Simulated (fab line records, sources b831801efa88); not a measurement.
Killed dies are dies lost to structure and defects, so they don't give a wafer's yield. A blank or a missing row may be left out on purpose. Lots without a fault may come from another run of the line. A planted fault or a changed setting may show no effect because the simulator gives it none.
Chamber matching | flow sky130 | SKY_CONTACT_CMP_27 on cmp-01: 4 sister chambers
The step polishes, stops on SiO2, t overpolish 15 s, target thk 0 nm. 4 wafers are shown with their chamber, then 7 later ones without.

WAFERS WITH THEIR CHAMBER
wafer  | chamber | motor_current_A (A)
L409.5 | 0       | 9.3
L409.6 | 3       | 11.6
L413.2 | 1       | 11.4
L413.3 | 2       | 9.9

WAFERS WITHOUT THEIR CHAMBER
wafer  | motor_current_A (A)
L413.4 | 11.5
L415.2 | 9.7
L415.4 | 11.3
L415.6 | 9.1
L416.2 | 10.7
L416.3 | 11.2
L416.5 | 9.7

WHICH CHAMBER EACH WENT THROUGH
wafer  | from the rows above          | in truth
L413.4 | can't be placed: 1 or 3      | 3
L415.2 | can't be placed: 2 or 0      | 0
L415.4 | can't be placed: 1 or 3      | 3
L415.6 | can't be placed: 0 or 2      | 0
L416.2 | can't be placed: 1 or 2 or 3 | 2
L416.3 | can't be placed: 1 or 3      | 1
L416.5 | can't be placed: 2 or 0      | 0
Placed correctly: 0 of 7. Can't be placed from these rows: 7 (the true chamber is among the candidates in 7). Placed wrongly: 0.
How it was worked out, from the rows above alone: a wafer's distance from a chamber is the root of the sum, over the readings, of the square of ((its reading less the chamber's mean) divided by the reading's scatter). The wafer belongs to the nearest chamber; if the next one is less than 2 further off, it can't be placed. A chamber's mean is the mean of its shown wafers. The scatter: with one shown wafer a chamber, the root of the mean of the squares of how far each hidden wafer lies from its nearest shown one.
